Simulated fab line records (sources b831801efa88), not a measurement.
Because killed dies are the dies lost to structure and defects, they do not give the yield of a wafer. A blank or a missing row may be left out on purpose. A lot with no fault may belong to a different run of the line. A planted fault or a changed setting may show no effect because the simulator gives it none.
Comparing a struck lot with a sound one | flow sky130 | 16 steps out of a route of 708
Sound: these wafers, L150.2, L150.4, L150.6. Struck: wafers L159.1, L159.2, L159.5. The cause is given at the end.
For every step that has rows: the tool of each side, followed by ch and its chambers, followed by its first start. Under that, the readings that differ: sound wafers | struck wafers | difference of the means | sigmas: that difference in standard deviations of wafers without a fault.
alike: a reading whose means differ by less than 2 such deviations, as well as words and numbers matching on both sides. not compared: withheld readings; readings where some wafer has no value; bounds like >300 that might hide an equal value; numbers whose values overlap and for which the record gives no deviation.
A row with sigmas, a row that says differs or no value, or rows on one side alone: a step with any of these is where the two part. Numbers that have no deviation but don't overlap get no sigmas and don't part them. A reading that every wafer of one side lacks parts them only if that side has two wafers or more.

first, 1 step without rows for these wafers: SKY_VT_ADJUST_HVTP_DEVELOP_06 (develop time 60 s).
SKY_VT_ADJUST_HVTP_CD_MEAS_07: target cd 380 nm.
  sound: cd-sem-01 at day 6 17:38; struck: cd-sem-02 at day 8 11:16
  alike: cd-nm
SKY_VT_ADJUST_HVTP_OVL_MEAS_08:
  sound: overlay-01 at day 6 17:44; struck: overlay-01 at day 8 11:23
  alike: VT_ADJUST_HVTP_OVL
after that, 1 step had no rows for these wafers: SKY_VT_ADJUST_HVTP_IMPLANT_09.
SKY_VT_ADJUST_HVTP_STRIP_10: strips in O2/N2.
  sound on plasma-asher-04 ch 0,1, day 6 17:55; struck on plasma-asher-04 ch 0,1, day 8 11:34
  alike: drypump-motor-current-A, o2-flow-sccm, oes-product-au, strip-time-to-endpoint-s
  not compared: rf-hours-counter-h
SKY_VT_ADJUST_HVTP_TW_MEAS_11:
  sound: film-metro-02 at day 6 18:02; struck: film-metro-01 at day 8 11:40
  alike: VT_ADJUST_HVTP_TW
then, 6 steps without rows for these wafers: SKY_VT_ADJUST_LVTN_DEHYDRATE_00 (time 60 s); SKY_VT_ADJUST_LVTN_HMDS_01 (prime time 60 s); SKY_VT_ADJUST_LVTN_COAT_02 (resist thk 3000 nm); SKY_VT_ADJUST_LVTN_SOFTBAKE_03; SKY_VT_ADJUST_LVTN_EXPOSE_04 (exposes mask NWM COMPLEMENT LESS NATIVE, target cd 840 nm); SKY_VT_ADJUST_LVTN_PEB_05.
SKY_VT_ADJUST_LVTN_DEVELOP_06: develop time 60 s.
  sound on litho-track-01 ch 0, day 7 11:00; struck on litho-track-04 ch 0, day 9 08:00
SKY_VT_ADJUST_LVTN_OVL_MEAS_07:
  sound: overlay-02 at day 7 11:41; struck: overlay-01 at day 9 08:31
  reading                 | sound       | struck | difference                    | sigmas
  VT_ADJUST_LVTN_OVL (nm) | 0.3 0.6 0.9 | - - -  | no value on the struck wafers |
after that, 1 step had no rows for these wafers: SKY_VT_ADJUST_LVTN_IMPLANT_08.
-- here the record skips 39 days between the struck wafers' starts before and after, leaving off in module VT_ADJUST_LVTN and picking up in module PAD_OPEN (first step shown: number 708 of the route) --
SKY_PAD_OPEN_PROBE_99:
  sound: prober-02 at day 46 08:07; struck: prober-01 at day 47 21:57
  reading             | sound    | struck                                                               | difference                   | sigmas
  hold                | - - -    | await-dispo/2.8h/scrap await-dispo/2.8h/scrap await-dispo/2.8h/scrap | no value on the sound wafers |
  killed-at-front-end | 19 20 15 | 425 405 418                                                          | +398                         | +97
  killed-dies         | 91 89 82 | 492 492 492                                                          | +405                         | +43
  killed-on-rim       | 19 19 17 | 96 96 96                                                             | +78                          | +20
  alike: killed_at_M0_to_M3, killed_at_M4_up, killed-at-contacts, killed-at-other, killed-open, killed-short

## WHERE THEY PART
Earliest at SKY_VT_ADJUST_LVTN_OVL_MEAS_07; latest, in this record, at SKY_PAD_OPEN_PROBE_99.

WHY: the cause the simulator had injected
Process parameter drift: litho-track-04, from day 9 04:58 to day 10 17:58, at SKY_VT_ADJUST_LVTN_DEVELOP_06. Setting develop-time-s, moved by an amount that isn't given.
